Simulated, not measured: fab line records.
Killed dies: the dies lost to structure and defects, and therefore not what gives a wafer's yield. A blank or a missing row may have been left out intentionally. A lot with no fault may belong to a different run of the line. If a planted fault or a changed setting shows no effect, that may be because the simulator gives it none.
fab line records	flow sky130
record: lots: 24	wafers: 72	lastDay: 50
route steps=708 shown METAL1@451 VIA1@472 VIA4@657 METAL5@661 PASSIVATION@693
lots with no fault: from the same line, run without faults
startH: start of the lot's first displayed wafer, in hours after the record's first day	waitH: hours elapsed since this lot's preceding step	" repeats the value in the row above	L1.1+2: several wafers, shown together as one row	- either no value or no given start	* or withheld: withheld	< > ~ a bound
route shown NAME@n: a module of which the file shows steps, and the number in the route of the first	usual: mean and standard deviation over wafers with no fault	same: alike in all rows	chamber/n: place in a boat	sites: the reading at each site	_std_site: their standard deviation	_edge_site: the outer-site mean with the inner-site mean subtracted	radiusMm: for every site, how far away it sits from the centre of the wafer	mask NAME#n: copy n	behind: the most recent tool/chamber to have shaped the wafer	hold: why the lot was held/for how many hours/how that ended	device: the transistor (n, p or np) that didn't switch	end of line: tests run on the same wafers once the route is complete	step lacking rows: just its recipe	killed: not the wafer's yield, but the dies lost to structure and defects at the first sort	map: per-die view of a wafer (x killed, . not killed, _ where there is no die)
set.NAME: the setting as run; set.NAME@STEP: as run at that earlier step	model.NAME: the simulator's own value behind a step, which no gauge read
a sample of lots followed through the steps of the route, with each step as a table and each wafer as a row
services: the hour from which a tool's chamber was out of use, counted from the record's first day as startH (under 0 if before that day), plus the number of hours and why
== steps ==
step: SKY_METAL1_DESCUM_17
recipe: chemistry: O2	sourcePowerW: 150	biasPowerW: 0	pressureMtorr: 10	tempC: 40	timeS: 8
usual: drypumpMotorCurrentA: 5.6/0.58	heBacksideLeakSccm: 3.33/0.24	oesProductAu: 1.003/0.013
lot.wafer	tool	chamber	startH	waitH	drypumpMotorCurrentA	heBacksideLeakSccm	oesProductAu	rfHoursCounterH
L074.1	rieMetal-02	1	770.74	0.0	4.7	3.43	1.015	1
L074.4	"	1	"	"	4.7	3.56	1.006	-
L074.6	"	1	"	"	4.7	3.52	1.005	-
L075.1	rieMetal-03	0	778.89	0.0	5.2	3.53	1.015	14
L075.3	"	0	"	"	5.2	3.43	1.017	-
L075.5	"	0	"	"	5.2	3.46	1.014	-
L076.3	rieMetal-03	1	785.74	0.0	5.9	3.98	0.987	-
L076.4	"	0	"	"	5.2	3.56	1.023	-
L076.6	"	0	"	"	5.2	3.49	1.012	-
L077.1	rieMetal-04	1	787.38	0.0	5.3	3.24	0.993	2
L077.5	"	1	"	"	5.3	3.13	0.992	-
L077.6	"	0	"	"	6.4	3.19	1.025	-
L078.2	rieMetal-02	0	796.49	0.0	5.9	3.27	0.995	1
L078.3	"	0	"	"	5.9	2.95	1.005	-
L078.6	"	0	"	"	5.9	3.18	0.993	-
L079.3	rieMetal-03	0	804.59	0.0	5.2	3.45	1.018	-
L079.4	"	1	"	"	5.9	3.59	1.002	-
L079.5	"	0	"	"	5.2	3.38	1.024	-
L080.3	rieMetal-04	0	813.29	0.0	6.4	3.14	1.015	-
L080.5	"	0	"	"	6.5	3.24	1.010	-
L080.6	"	1	"	"	5.2	3.20	0.987	-
L081.2	rieMetal-03	0	825.53	0.0	5.2	3.57	1.020	16
L081.5	"	1	"	"	5.9	3.79	0.986	-
L081.6	"	0	"	"	5.2	3.57	1.009	-
L082.2	rieMetal-02	1	831.28	0.0	4.7	3.41	1.022	3
L082.4	"	1	"	"	4.7	3.31	1.003	-
L082.6	"	1	"	"	4.7	3.38	1.001	-
L083.1	rieMetal-03	1	832.53	0.0	5.9	3.60	0.990	14
L083.4	"	0	"	"	5.2	3.59	1.017	-
L083.6	"	1	"	"	5.9	3.38	0.987	-
L084.1	rieMetal-04	1	842.58	0.0	5.2	3.06	0.994	3
L084.2	"	0	"	"	6.4	3.21	1.024	6
L084.3	"	0	"	"	6.4	3.16	1.022	-
L085.1	rieMetal-03	1	845.93	0.0	5.9	3.58	0.990	14
L085.2	"	0	"	"	5.2	3.50	1.012	17
L085.6	"	0	"	"	5.2	3.51	1.012	-
L086.2	rieMetal-04	1	860.18	0.0	5.3	3.36	0.997	4
L086.4	"	1	"	"	5.3	3.29	0.992	-
L086.6	"	1	"	"	5.2	3.46	0.998	-
L087.2	rieMetal-02	1	861.18	0.0	4.7	3.29	1.003	4
L087.5	"	0	"	"	5.8	3.08	0.992	-
L087.6	"	1	"	"	4.7	3.40	1.010	-
L088.1	rieMetal-02	0	869.39	0.0	5.9	3.04	0.992	4
L088.2	"	1	"	"	4.7	3.45	0.997	5
L088.3	"	0	"	"	5.9	3.12	1.004	-
L089.4	rieMetal-03	0	882.11	0.0	5.2	3.48	1.018	-
L089.5	"	0	"	"	5.2	3.53	1.013	-
L089.6	"	1	"	"	6.0	3.12	0.987	-
L090.3	rieMetal-02	0	889.56	0.0	5.9	3.44	1.012	-
L090.5	"	1	"	"	4.7	3.53	1.011	-
L090.6	"	0	"	"	5.9	3.08	1.005	-
L091.1	rieMetal-04	1	892.13	0.0	5.3	3.37	0.991	5
L091.2	"	0	"	"	6.4	3.12	1.022	8
L091.3	"	0	"	"	6.4	3.18	1.017	-
L092.1	rieMetal-04	1	893.13	0.0	5.3	3.09	0.989	5
L092.2	"	0	"	"	6.5	3.13	1.014	8
L092.6	"	1	"	"	5.3	2.99	0.992	-
L093.1	rieMetal-03	1	909.58	0.0	5.9	3.48	0.979	17
L093.2	"	0	"	"	5.2	3.58	1.001	1
L093.6	"	0	"	"	5.2	3.46	1.003	-
L094.1	rieMetal-04	0	913.83	0.0	6.4	3.06	1.025	9
L094.2	"	0	"	"	6.4	3.17	1.021	-
L094.5	"	0	"	"	6.5	3.20	1.024	-
L095.1	rieMetal-04	0	917.78	0.0	6.5	3.18	1.021	9
L095.2	"	1	"	"	5.3	2.95	0.989	6
L095.5	"	1	"	"	5.3	3.34	1.001	-
L096.3	rieMetal-02	1	926.14	0.0	4.7	3.45	1.010	-
L096.4	"	0	"	"	5.9	2.97	0.973	-
L096.6	"	1	"	"	4.7	3.51	0.998	-
L097.1	rieMetal-02	1	931.78	0.0	4.7	3.37	1.004	7
L097.3	"	0	"	"	5.9	3.04	0.993	-
L097.5	"	1	"	"	4.8	3.47	0.993	-
step: SKY_VIA1_ETCH_14
recipe: chemistry: N2/H2	target: BARC	ionEnergyEv: 200	sourceW: 500	biasW: 100	pressureMtorr: 30	n2FlowSccm: 100	h2FlowSccm: 200	stopOn: SiO2	timeS: 45.9	targetDepthA: 600
usual: drypumpMotorCurrentA: 5.8/0.45	oesProductAu: 0.854/0.0044	throttleValvePct: 13.226/0.0084
lot.wafer	tool	chamber	startH	waitH	drypumpMotorCurrentA	oesProductAu	rfHoursCounterH	throttleValvePct
L074.1	rieDiel-02	0	798.79	0.0	6.5	0.857	29	13.224
L074.4	"	1	"	"	5.4	0.856	-	13.247
L074.6	"	3	"	"	5.7	0.862	-	13.225
L075.1	rieDiel-02	1	807.34	0.0	5.4	0.854	14	13.225
L075.3	"	0	"	"	6.5	0.855	30	13.225
L075.5	"	3	"	"	5.6	0.852	-	13.232
L076.3	rieDiel-03	2	813.63	0.0	6.0	0.853	1	13.241
L076.4	"	3	"	"	6.1	0.855	-	13.225
L076.6	"	2	"	"	6.0	0.857	-	13.226
L077.1	rieDiel-02	0	815.21	0.0	6.5	0.854	30	13.233
L077.5	"	0	"	"	6.5	0.860	-	13.223
L077.6	"	3	"	"	5.6	0.849	-	13.218
L078.2	rieDiel-03	2	824.79	0.0	6.0	0.858	1	13.225
L078.3	"	3	"	"	6.1	0.843	15	13.230
L078.6	"	1	"	"	6.0	0.853	-	13.211
L079.3	rieDiel-03	3	832.19	0.0	6.1	0.855	16	13.212
L079.4	"	0	"	"	6.2	0.860	4	13.229
L079.5	"	3	"	"	6.1	0.859	-	13.221
L080.3	rieDiel-03	1	841.18	0.0	6.0	0.851	13	13.241
L080.5	"	3	"	"	6.1	0.853	-	13.220
L080.6	"	2	"	"	6.0	0.861	-	13.221
L081.2	rieDiel-01	2	852.78	0.0	5.8	0.858	5	13.206
L081.5	"	1	"	"	5.2	0.857	-	13.236
L081.6	"	2	"	"	5.8	0.849	-	13.240
L082.2	rieDiel-03	3	858.50	0.0	6.1	0.855	16	13.222
L082.4	"	1	"	"	6.0	0.853	13	13.214
L082.6	"	1	"	"	6.0	0.851	-	13.227
L083.1	rieDiel-02	1	859.92	0.0	5.4	0.856	15	13.233
L083.4	"	1	"	"	5.4	0.850	-	13.225
L083.6	"	3	"	"	5.6	0.859	-	13.209
L084.1	rieDiel-01	1	870.05	0.0	5.2	0.856	22	13.223
L084.2	"	0	"	"	5.0	0.856	16	13.228
L084.3	"	2	"	"	5.8	0.862	5	13.220
L085.1	rieDiel-03	0	872.90	0.0	6.2	0.852	5	13.223
L085.2	"	3	"	"	6.1	0.862	17	13.234
L085.6	"	2	"	"	6.0	0.853	-	13.227
L086.2	rieDiel-02	1	887.38	0.0	5.4	0.846	16	13.214
L086.4	"	0	"	"	6.5	0.849	1	13.216
L086.6	"	2	"	"	5.8	0.858	-	13.231
L087.2	rieDiel-01	1	888.50	0.0	5.2	0.857	23	13.213
L087.5	"	2	"	"	5.8	0.855	-	13.228
L087.6	"	1	"	"	5.2	0.858	-	13.228
L088.1	rieDiel-01	0	896.18	0.0	5.0	0.852	17	13.237
L088.2	"	1	"	"	5.2	0.857	23	13.225
L088.3	"	3	"	"	5.0	0.854	8	13.223
L089.4	rieDiel-03	1	908.77	0.0	6.0	0.855	-	13.223
L089.5	"	2	"	"	6.0	0.858	-	13.227
L089.6	"	0	"	"	6.2	0.859	-	13.222
L090.3	rieDiel-02	3	916.60	0.0	5.7	0.858	1	13.222
L090.5	"	0	"	"	6.5	0.854	-	13.234
L090.6	"	3	"	"	5.7	0.855	-	13.216
L091.1	rieDiel-02	3	918.65	0.0	5.7	0.854	1	13.225
L091.2	"	0	"	"	6.5	0.857	2	13.227
L091.3	"	1	"	"	5.4	0.851	18	13.206
L092.1	rieDiel-02	3	920.00	0.0	5.7	0.857	1	13.219
L092.2	"	1	"	"	5.4	0.854	18	13.229
L092.6	"	3	"	"	5.7	0.855	-	13.237
L093.1	rieDiel-02	1	936.28	0.0	5.4	0.859	18	13.230
L093.2	"	2	"	"	5.8	0.861	18	13.222
L093.6	"	3	"	"	5.6	0.863	-	13.224
L094.1	rieDiel-01	0	940.15	0.0	4.9	0.856	18	13.227
L094.2	"	2	"	"	5.8	0.849	7	13.215
L094.5	"	2	"	"	5.8	0.854	-	13.232
L095.1	rieDiel-02	0	943.63	0.0	6.5	0.857	3	13.220
L095.2	"	2	"	"	5.8	0.850	18	13.232
L095.5	"	3	"	"	5.6	0.857	-	13.236
L096.3	rieDiel-01	3	952.35	0.0	5.0	0.853	10	13.224
L096.4	"	0	"	"	4.9	0.859	-	13.214
L096.6	"	2	"	"	5.8	0.852	-	13.236
L097.1	rieDiel-02	1	957.33	0.0	5.5	0.852	19	13.237
L097.3	"	3	"	"	5.6	0.858	2	13.230
L097.5	"	2	"	"	5.8	0.849	-	13.212
step: SKY_VIA4_CVD_18
recipe: material: W	targetThkNm: 505	timeS: 152.14	tempC: 400	pressureTorr: 40
usual: heaterPowerW: 851/91
lot.wafer	tool	chamber	startH	waitH	heaterPowerW
L074.1	cvdW-02	1	1010.49	0.0	957
L074.4	"	0	"	"	766
L074.6	"	0	"	"	760
L075.1	cvdW-02	1	1019.30	0.0	981
L075.3	"	1	"	"	984
L075.5	"	0	"	"	754
L076.3	cvdW-02	1	1022.80	0.1	979
L076.4	"	0	"	"	774
L076.6	"	0	"	"	770
L077.1	cvdW-01	1	1024.79	0.0	880
L077.5	"	1	"	"	846
L077.6	"	0	"	"	786
L078.2	cvdW-02	0	1031.21	0.0	767
L078.3	"	1	"	"	988
L078.6	"	1	"	"	976
L079.3	cvdW-02	1	1039.24	0.1	1011
L079.4	"	0	"	"	754
L079.5	"	1	"	"	977
L080.3	cvdW-01	1	1047.06	0.1	863
L080.5	"	0	"	"	753
L080.6	"	1	"	"	862
L081.2	cvdW-02	1	1057.53	0.0	999
L081.5	"	1	"	"	990
L081.6	"	0	"	"	749
L082.2	cvdW-01	1	1061.69	0.0	853
L082.4	"	1	"	"	853
L082.6	"	0	"	"	782
L083.1	cvdW-01	0	1064.19	0.0	784
L083.4	"	0	"	"	794
L083.6	"	1	"	"	874
L084.1	cvdW-01	0	1071.68	0.0	783
L084.2	"	1	"	"	875
L084.3	"	1	"	"	871
L085.1	cvdW-02	1	1073.33	0.0	975
L085.2	"	0	"	"	746
L085.6	"	0	"	"	773
L086.2	cvdW-01	0	1086.20	0.0	782
L086.4	"	1	"	"	855
L086.6	"	0	"	"	779
L087.2	cvdW-02	1	1087.75	0.0	1008
L087.5	"	1	"	"	988
L087.6	"	0	"	"	742
L088.1	cvdW-01	0	1092.30	0.0	766
L088.2	"	1	"	"	850
L088.3	"	0	"	"	787
L089.4	cvdW-01	1	1103.24	0.1	861
L089.5	"	1	"	"	838
L089.6	"	0	"	"	780
L090.3	cvdW-02	1	1109.18	0.1	971
L090.5	"	0	"	"	764
L090.6	"	1	"	"	974
L091.1	cvdW-01	1	1111.79	0.0	878
L091.2	"	0	"	"	796
L091.3	"	1	"	"	872
L092.1	cvdW-02	0	1112.72	0.0	771
L092.2	"	1	"	"	995
L092.6	"	1	"	"	1005
L093.1	cvdW-01	1	1124.71	0.0	867
L093.2	"	0	"	"	767
L093.6	"	1	"	"	875
L094.1	cvdW-02	1	1130.74	0.0	981
L094.2	"	0	"	"	775
L094.5	"	1	"	"	1011
L095.1	cvdW-01	1	1132.99	0.0	870
L095.2	"	0	"	"	796
L095.5	"	0	"	"	778
L096.3	cvdW-02	1	1138.75	0.1	988
L096.4	"	0	"	"	776
L096.6	"	0	"	"	767
L097.1	cvdW-02	1	1141.04	0.0	983
L097.3	"	0	"	"	788
L097.5	"	1	"	"	996
step: SKY_METAL5_SPUTTER_00
recipe: material: Ti	targetThkNm: 15	powerW: 3000	timeS: 10	chamberPressurePa: 0.4
usual: chamberPressurePa: 0.4000/0.0008	throttleValvePct: 29.7/0.7
lot.wafer	tool	chamber	startH	waitH	chamberPressurePa	throttleValvePct
L074.1	pvdSputter-03	-	1011.12	0.2	0.4002	28.8
L074.4	"	-	"	"	0.4006	29.1
L074.6	"	-	"	"	0.4001	28.4
L075.1	pvdSputter-02	-	1020.08	0.1	0.3993	30.0
L075.3	"	-	"	"	0.3992	31.0
L075.5	"	-	"	"	0.3995	29.4
L076.3	pvdSputter-01	-	1023.38	0.2	0.3999	30.4
L076.4	"	-	"	"	0.4011	29.9
L076.6	"	-	"	"	0.3995	28.7
L077.1	pvdSputter-01	-	1025.42	0.2	0.4013	29.3
L077.5	"	-	"	"	0.3991	29.2
L077.6	"	-	"	"	0.3984	29.8
L078.2	pvdSputter-02	-	1031.84	0.1	0.4002	30.8
L078.3	"	-	"	"	0.3998	29.4
L078.6	"	-	"	"	0.4008	30.8
L079.3	pvdSputter-01	-	1040.11	0.1	0.3998	30.1
L079.4	"	-	"	"	0.3992	29.1
L079.5	"	-	"	"	0.3992	29.9
L080.3	pvdSputter-02	-	1047.65	0.1	0.4002	30.8
L080.5	"	-	"	"	0.3999	31.1
L080.6	"	-	"	"	0.4014	29.5
L081.2	pvdSputter-01	-	1058.16	0.1	0.3997	29.1
L081.5	"	-	"	"	0.4001	28.7
L081.6	"	-	"	"	0.4000	29.7
L082.2	pvdSputter-01	-	1062.33	0.2	0.4001	29.9
L082.4	"	-	"	"	0.3994	29.2
L082.6	"	-	"	"	0.4001	29.9
L083.1	pvdSputter-01	-	1064.82	0.1	0.4000	30.2
L083.4	"	-	"	"	0.4004	29.3
L083.6	"	-	"	"	0.3992	29.1
L084.1	pvdSputter-02	-	1072.32	0.1	0.3998	30.6
L084.2	"	-	"	"	0.3986	30.3
L084.3	"	-	"	"	0.4015	29.6
L085.1	pvdSputter-01	-	1073.96	0.2	0.4001	29.4
L085.2	"	-	"	"	0.3986	30.2
L085.6	"	-	"	"	0.3996	28.8
L086.2	pvdSputter-01	-	1087.21	0.1	0.3995	28.8
L086.4	"	-	"	"	0.3992	29.9
L086.6	"	-	"	"	0.3995	30.0
L087.2	pvdSputter-03	-	1088.41	0.1	0.4010	30.8
L087.5	"	-	"	"	0.4011	29.0
L087.6	"	-	"	"	0.4003	28.5
L088.1	pvdSputter-01	-	1092.97	0.2	0.4014	29.1
L088.2	"	-	"	"	0.3994	28.9
L088.3	"	-	"	"	0.4010	30.0
L089.4	pvdSputter-03	-	1103.82	0.1	0.4018	28.8
L089.5	"	-	"	"	0.3996	30.4
L089.6	"	-	"	"	0.4003	28.7
L090.3	pvdSputter-02	-	1109.77	0.2	0.4021	29.6
L090.5	"	-	"	"	0.4020	29.5
L090.6	"	-	"	"	0.4012	31.0
L091.1	pvdSputter-03	-	1112.42	0.1	0.3995	30.5
L091.2	"	-	"	"	0.4008	29.7
L091.3	"	-	"	"	0.3992	28.5
L092.1	pvdSputter-01	-	1113.35	0.1	0.3999	30.0
L092.2	"	-	"	"	0.3995	29.7
L092.6	"	-	"	"	0.4000	30.1
L093.1	pvdSputter-01	-	1125.38	0.2	0.3999	29.0
L093.2	"	-	"	"	0.3995	29.8
L093.6	"	-	"	"	0.3993	30.0
L094.1	pvdSputter-01	-	1131.37	0.2	0.3989	30.2
L094.2	"	-	"	"	0.4006	29.3
L094.5	"	-	"	"	0.3998	28.9
L095.1	pvdSputter-03	-	1133.62	0.1	0.4014	29.7
L095.2	"	-	"	"	0.3999	28.8
L095.5	"	-	"	"	0.3993	30.6
L096.3	pvdSputter-01	-	1139.33	0.1	0.3994	29.0
L096.4	"	-	"	"	0.4000	30.2
L096.6	"	-	"	"	0.4005	29.9
L097.1	pvdSputter-02	-	1141.67	0.1	0.3997	30.5
L097.3	"	-	"	"	0.3998	29.5
L097.5	"	-	"	"	0.3999	30.9
step: SKY_METAL5_SPUTTER_02
recipe: material: AlCu	targetThkNm: 1150	powerW: 10600	timeS: 61.2	chamberPressurePa: 0.4
usual: chamberPressurePa: 0.4001/0.00073	throttleValvePct: 29.7/0.69
lot.wafer	tool	chamber	startH	waitH	chamberPressurePa	throttleValvePct
L074.1	pvdSputter-03	-	1011.17	0.0	0.4007	28.5
L074.4	"	-	"	"	0.4003	28.9
L074.6	"	-	"	"	0.3995	28.6
L075.1	pvdSputter-02	-	1020.13	0.0	0.3999	30.2
L075.3	"	-	"	"	0.3990	30.9
L075.5	"	-	"	"	0.3992	29.3
L076.3	pvdSputter-01	-	1023.43	0.0	0.4007	30.0
L076.4	"	-	"	"	0.4006	29.9
L076.6	"	-	"	"	0.4018	29.3
L077.1	pvdSputter-01	-	1025.47	0.0	0.4003	29.0
L077.5	"	-	"	"	0.4002	29.1
L077.6	"	-	"	"	0.4007	29.9
L078.2	pvdSputter-02	-	1031.89	0.0	0.3999	30.9
L078.3	"	-	"	"	0.3992	29.6
L078.6	"	-	"	"	0.4008	30.7
L079.3	pvdSputter-01	-	1040.16	0.0	0.4008	30.1
L079.4	"	-	"	"	0.4006	29.0
L079.5	"	-	"	"	0.4018	30.2
L080.3	pvdSputter-02	-	1047.69	0.0	0.3998	30.6
L080.5	"	-	"	"	0.4006	31.1
L080.6	"	-	"	"	0.3995	29.5
L081.2	pvdSputter-01	-	1058.21	0.0	0.3991	28.8
L081.5	"	-	"	"	0.3992	28.9
L081.6	"	-	"	"	0.3997	29.8
L082.2	pvdSputter-01	-	1062.37	0.0	0.4013	30.1
L082.4	"	-	"	"	0.4004	29.1
L082.6	"	-	"	"	0.3997	29.9
L083.1	pvdSputter-01	-	1064.87	0.0	0.3996	29.7
L083.4	"	-	"	"	0.4003	29.1
L083.6	"	-	"	"	0.4006	29.1
L084.1	pvdSputter-02	-	1072.36	0.0	0.3993	30.6
L084.2	"	-	"	"	0.4006	30.0
L084.3	"	-	"	"	0.3998	29.6
L085.1	pvdSputter-01	-	1074.01	0.0	0.3994	29.0
L085.2	"	-	"	"	0.4000	29.8
L085.6	"	-	"	"	0.3995	29.1
L086.2	pvdSputter-01	-	1087.26	0.0	0.3993	28.9
L086.4	"	-	"	"	0.4008	30.2
L086.6	"	-	"	"	0.4001	29.9
L087.2	pvdSputter-03	-	1088.46	0.0	0.4009	30.5
L087.5	"	-	"	"	0.4012	28.8
L087.6	"	-	"	"	0.4000	28.4
L088.1	pvdSputter-01	-	1093.02	0.0	0.3999	29.0
L088.2	"	-	"	"	0.4006	29.1
L088.3	"	-	"	"	0.4007	30.1
L089.4	pvdSputter-03	-	1103.87	0.0	0.4004	28.7
L089.5	"	-	"	"	0.4005	30.5
L089.6	"	-	"	"	0.4000	28.7
L090.3	pvdSputter-02	-	1109.81	0.0	0.4000	29.5
L090.5	"	-	"	"	0.4002	29.6
L090.6	"	-	"	"	0.4011	31.1
L091.1	pvdSputter-03	-	1112.47	0.0	0.4002	30.5
L091.2	"	-	"	"	0.4003	29.6
L091.3	"	-	"	"	0.4004	28.6
L092.1	pvdSputter-01	-	1113.40	0.0	0.4014	30.0
L092.2	"	-	"	"	0.4000	29.9
L092.6	"	-	"	"	0.4002	30.2
L093.1	pvdSputter-01	-	1125.43	0.0	0.3999	29.0
L093.2	"	-	"	"	0.3985	29.9
L093.6	"	-	"	"	0.4010	29.7
L094.1	pvdSputter-01	-	1131.42	0.0	0.4004	30.1
L094.2	"	-	"	"	0.4007	29.2
L094.5	"	-	"	"	0.3994	28.9
L095.1	pvdSputter-03	-	1133.67	0.0	0.3994	29.7
L095.2	"	-	"	"	0.3999	28.4
L095.5	"	-	"	"	0.4006	30.8
L096.3	pvdSputter-01	-	1139.38	0.0	0.3992	28.7
L096.4	"	-	"	"	0.3992	30.0
L096.6	"	-	"	"	0.3998	30.1
L097.1	pvdSputter-02	-	1141.72	0.0	0.4001	30.1
L097.3	"	-	"	"	0.4003	29.2
L097.5	"	-	"	"	0.4011	30.9
step: SKY_PASSIVATION_STRIP_12
recipe: chemistry: O2/N2	powerW: 1400	pressureMtorr: 1500	platenTempC: withheld	overashFraction: 0.7	o2FlowSccm: 3000	n2FlowSccm: 300
usual: drypumpMotorCurrentA: 5.68/0.24	oesProductAu: 0.661/0.0044	stripTimeToEndpointS: 31.56/0.13
lot.wafer	tool	chamber	startH	waitH	drypumpMotorCurrentA	oesProductAu	rfHoursCounterH	stripTimeToEndpointS
L074.1	plasmaAsher-02	1	1057.03	0.1	5.29	0.662	31	31.48
L074.4	"	0	"	"	5.75	0.662	-	31.56
L074.6	"	1	"	"	5.32	0.660	-	31.57
L075.1	plasmaAsher-04	0	1066.20	0.1	5.69	0.663	92	31.48
L075.3	"	0	"	"	5.68	0.661	-	31.42
L075.5	"	1	"	"	5.87	0.665	-	31.35
L076.3	plasmaAsher-02	0	1068.81	0.1	5.73	0.665	-	31.32
L076.4	"	1	"	"	5.33	0.661	-	31.64
L076.6	"	0	"	"	5.75	0.670	-	31.66
L077.1	plasmaAsher-01	0	1070.35	0.1	5.44	0.658	65	31.49
L077.5	"	1	"	"	6.02	0.663	-	31.43
L077.6	"	0	"	"	5.44	0.660	-	31.53
L078.2	plasmaAsher-02	1	1076.90	0.1	5.34	0.666	33	31.50
L078.3	"	0	"	"	5.75	0.663	-	31.31
L078.6	"	0	"	"	5.76	0.667	-	31.34
L079.3	plasmaAsher-02	0	1083.68	0.1	5.78	0.663	-	31.71
L079.4	"	1	"	"	5.35	0.663	-	31.73
L079.5	"	0	"	"	5.75	0.657	-	31.64
L080.3	plasmaAsher-01	0	1091.38	0.1	5.41	0.660	-	31.61
L080.5	"	0	"	"	5.42	0.658	-	31.68
L080.6	"	1	"	"	6.00	0.656	-	31.75
L081.2	plasmaAsher-01	0	1100.50	0.1	5.40	0.664	67	31.39
L081.5	"	1	"	"	6.01	0.656	-	31.52
L081.6	"	0	"	"	5.41	0.661	-	31.38
L082.2	plasmaAsher-04	0	1105.85	0.1	5.69	0.660	96	31.72
L082.4	"	0	"	"	5.69	0.668	-	31.67
L082.6	"	0	"	"	5.69	0.661	-	31.64
L083.1	plasmaAsher-04	1	1107.43	0.1	5.87	0.663	96	31.53
L083.4	"	1	"	"	5.87	0.660	-	31.43
L083.6	"	0	"	"	5.70	0.655	-	31.53
L084.1	plasmaAsher-01	0	1114.18	0.1	5.43	0.663	69	31.62
L084.2	"	1	"	"	5.99	0.661	69	31.51
L084.3	"	1	"	"	6.02	0.657	-	31.62
L085.1	plasmaAsher-04	1	1116.53	0.1	5.84	0.661	97	31.54
L085.2	"	0	"	"	5.70	0.654	97	31.41
L085.6	"	0	"	"	5.67	0.661	-	31.39
L086.2	plasmaAsher-01	0	1128.40	0.1	5.42	0.651	70	31.53
L086.4	"	1	"	"	6.03	0.661	-	31.46
L086.6	"	0	"	"	5.41	0.660	-	31.52
L087.2	plasmaAsher-01	0	1130.15	0.1	5.44	0.666	70	31.54
L087.5	"	0	"	"	5.44	0.663	-	31.57
L087.6	"	1	"	"	5.99	0.669	-	31.50
L088.1	plasmaAsher-04	0	1133.75	0.1	5.68	0.656	98	31.58
L088.2	"	1	"	"	5.84	0.660	98	31.48
L088.3	"	1	"	"	5.83	0.656	-	31.63
L089.4	plasmaAsher-04	1	1143.48	0.1	5.86	0.665	-	31.52
L089.5	"	0	"	"	5.71	0.665	-	31.43
L089.6	"	1	"	"	5.86	0.669	-	31.41
L090.3	plasmaAsher-02	1	1149.38	0.1	5.35	0.658	-	31.42
L090.5	"	1	"	"	5.33	0.661	-	31.43
L090.6	"	0	"	"	5.75	0.660	-	31.52
L091.1	plasmaAsher-04	1	1151.30	0.1	5.83	0.669	100	31.78
L091.2	"	0	"	"	5.69	0.668	100	31.56
L091.3	"	0	"	"	5.69	0.654	-	31.74
L092.1	plasmaAsher-02	0	1153.03	0.1	5.76	0.668	40	31.46
L092.2	"	1	"	"	5.33	0.656	40	31.53
L092.6	"	0	"	"	5.74	0.669	-	31.57
L093.1	plasmaAsher-04	1	1163.65	0.1	5.85	0.656	101	31.60
L093.2	"	0	"	"	5.72	0.658	101	31.88
L093.6	"	0	"	"	5.71	0.655	-	31.78
L094.1	plasmaAsher-01	0	1168.15	0.1	5.43	0.660	74	31.60
L094.2	"	1	"	"	6.02	0.660	74	31.52
L094.5	"	0	"	"	5.39	0.658	-	31.64
L095.1	plasmaAsher-02	1	1170.63	0.1	5.32	0.660	42	31.60
L095.2	"	0	"	"	5.76	0.655	42	31.50
L095.5	"	1	"	"	5.35	0.661	-	31.62
L096.3	plasmaAsher-01	1	1175.03	0.1	6.00	0.664	-	31.61
L096.4	"	0	"	"	5.40	0.654	-	31.57
L096.6	"	1	"	"	6.00	0.657	-	31.62
L097.1	plasmaAsher-01	1	1177.78	0.1	5.99	0.668	75	31.88
L097.3	"	1	"	"	6.00	0.660	-	31.67
L097.5	"	0	"	"	5.44	0.657	-	31.69
== services ==
tool	chamber	startH	hours	kind
rieMetal-02	-	749.18	0.3	repair
rieMetal-04	-	765.95	1.3	repair
pvdSputter-02	-	772.08	10.3	repair
rieDiel-02	2	780.93	19.0	repair
pvdSputter-01	-	789.20	3.5	repair
rieMetal-03	-	811.11	0.1	repair
rieMetal-02	-	822.71	0.6	repair
rieMetal-04	1	824.30	3.1	repair
cvdW-01	-	826.28	0.9	repair
pvdSputter-01	-	833.08	3.0	repair
cvdW-01	-	855.60	6.9	pm
rieMetal-03	-	893.04	2.8	pm
rieDiel-02	2	896.12	3.5	repair
rieMetal-04	1	900.10	15.6	repair
cvdW-01	-	904.00	14.0	pm
cvdW-01	-	919.31	1.0	repair
pvdSputter-02	-	942.36	10.4	repair
cvdW-02	-	953.39	1.9	repair
plasmaAsher-01	-	1006.28	4.5	repair
pvdSputter-03	-	1023.47	59.0	repair
rieDiel-02	1	1087.98	21.8	repair
rieDiel-02	1	1121.28	8.5	repair
cvdW-01	-	1137.13	1.7	repair
cvdW-02	0	1170.41	7.3	repair
== key ==
fault none
